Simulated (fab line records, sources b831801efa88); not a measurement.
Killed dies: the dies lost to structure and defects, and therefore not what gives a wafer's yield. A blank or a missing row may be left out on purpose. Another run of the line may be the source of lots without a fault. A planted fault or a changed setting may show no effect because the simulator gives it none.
The tool behind it: which one? || flow gf180mcu || 18 wafers from 6 lots sampled at 5 of the route's 602 steps

== WHAT EACH GAUGE READ, for each wafer ==
GF_V3_THK_MEAS_03.
{"lot": "L191", "measured": "day 23 01:14", "on": "filmMetro-02", "V3_CVD_02_THK (nm)": "380 386 859"}
{"lot": "L198", "measured": "day 25 23:14", "on": "filmMetro-02", "V3_CVD_02_THK (nm)": "845 832 842"}
{"lot": "L201", "measured": "day 26 22:14", "on": "filmMetro-01", "V3_CVD_02_THK (nm)": "833 859 835"}
{"lot": "L204", "measured": "day 27 17:37", "on": "filmMetro-01", "V3_CVD_02_THK (nm)": "855 868 868"}
{"lot": "L205", "measured": "day 28 04:55", "on": "filmMetro-03", "V3_CVD_02_THK (nm)": "846 852 871"}
{"lot": "L208", "measured": "day 28 18:31", "on": "filmMetro-03", "V3_CVD_02_THK (nm)": "856 866 858"}

== TOOL THAT RAN EACH LOT (tool first, then ch and the chambers of the sampled wafers, then the start) ==
{"lot": "L191", "GF_V2_STRIP_18": "plasmaAsher-01 ch 0,1, day 21 23:52", "GF_M3_SPUTTER_01": "pvdSputter-04, day 22 01:13", "GF_M3_METAL_ETCH_16": "rieMetal-02 ch 0,1, day 23 00:22", "GF_V3_CVD_02": "pecvd-01 ch 1,2, day 23 01:10"}
{"lot": "L198", "GF_V2_STRIP_18": "plasmaAsher-01 ch 0,1, day 24 20:30", "GF_M3_SPUTTER_01": "pvdSputter-01, day 25 00:59", "GF_M3_METAL_ETCH_16": "rieMetal-02 ch 0,1, day 25 22:18", "GF_V3_CVD_02": "pecvd-02 ch 0,1,2, day 25 23:10"}
{"lot": "L201", "GF_V2_STRIP_18": "plasmaAsher-04 ch 0,1, day 25 22:58", "GF_M3_SPUTTER_01": "pvdSputter-04, day 26 00:29", "GF_M3_METAL_ETCH_16": "rieMetal-02 ch 0,1, day 26 21:06", "GF_V3_CVD_02": "pecvd-02 ch 0,1, day 26 22:10"}
{"lot": "L204", "GF_V2_STRIP_18": "plasmaAsher-04 ch 0,1, day 26 18:58", "GF_M3_SPUTTER_01": "pvdSputter-02, day 26 20:19", "GF_M3_METAL_ETCH_16": "rieMetal-04 ch 0, day 27 16:37", "GF_V3_CVD_02": "pecvd-03 ch 0,1,2, day 27 17:32"}
{"lot": "L205", "GF_V2_STRIP_18": "plasmaAsher-04 ch 0,1, day 27 06:09", "GF_M3_SPUTTER_01": "pvdSputter-01, day 27 07:35", "GF_M3_METAL_ETCH_16": "rieMetal-04 ch 0, day 28 03:52", "GF_V3_CVD_02": "pecvd-01 ch 1,2, day 28 04:50"}
{"lot": "L208", "GF_V2_STRIP_18": "plasmaAsher-01 ch 0,1, day 27 21:21", "GF_M3_SPUTTER_01": "pvdSputter-02, day 27 22:39", "GF_M3_METAL_ETCH_16": "rieMetal-04 ch 0,1, day 28 17:36", "GF_V3_CVD_02": "pecvd-02 ch 0,2, day 28 18:26"}
- GF_V2_STRIP_18: strips in O2/N2.
- GF_M3_SPUTTER_01: material TiN, target thk 30 nm, time 25 s.
- GF_M3_METAL_ETCH_16: etches the open film in Cl2/BCl3, stops on SiO2, target depth 750.8 nm, time 125.1 s.
- GF_V3_CVD_02: deposits SiO2 from TEOS, target thk 850 nm, time 94.851 s.

== THE ANSWER, worked out from the rows above alone ==
Rule: the lots themselves supply what counts as usual. The widest of any qualifying gaps counts: lots, ordered by their means at a reading, are off when they make up no more than a third of the lots, leave a main group of 4 or more, and stand apart from it by 3 or more times the standard deviation of that group's means. The tables above print the reading to a certain number of digits; a main group whose means all agree to those digits is not used. Also off: a lot with no number at a reading for which 4 or more lots have one. Any other lot the step has rows for is counted as sound.
Off: at GF_V3_THK_MEAS_03 (V3_CVD_02_THK), L191. Main group: mean 852 nm, sd 9.6.
If a tool, at a process step before that reading, ran all the lots that are off and no sound lot after the first of them, it fits. Gauges at GF_V3_THK_MEAS_03: tried the same way as those tools. Not one of the candidates tried fits.

== WHAT HAD BEEN PUT IN BY THE SIMULATOR ==
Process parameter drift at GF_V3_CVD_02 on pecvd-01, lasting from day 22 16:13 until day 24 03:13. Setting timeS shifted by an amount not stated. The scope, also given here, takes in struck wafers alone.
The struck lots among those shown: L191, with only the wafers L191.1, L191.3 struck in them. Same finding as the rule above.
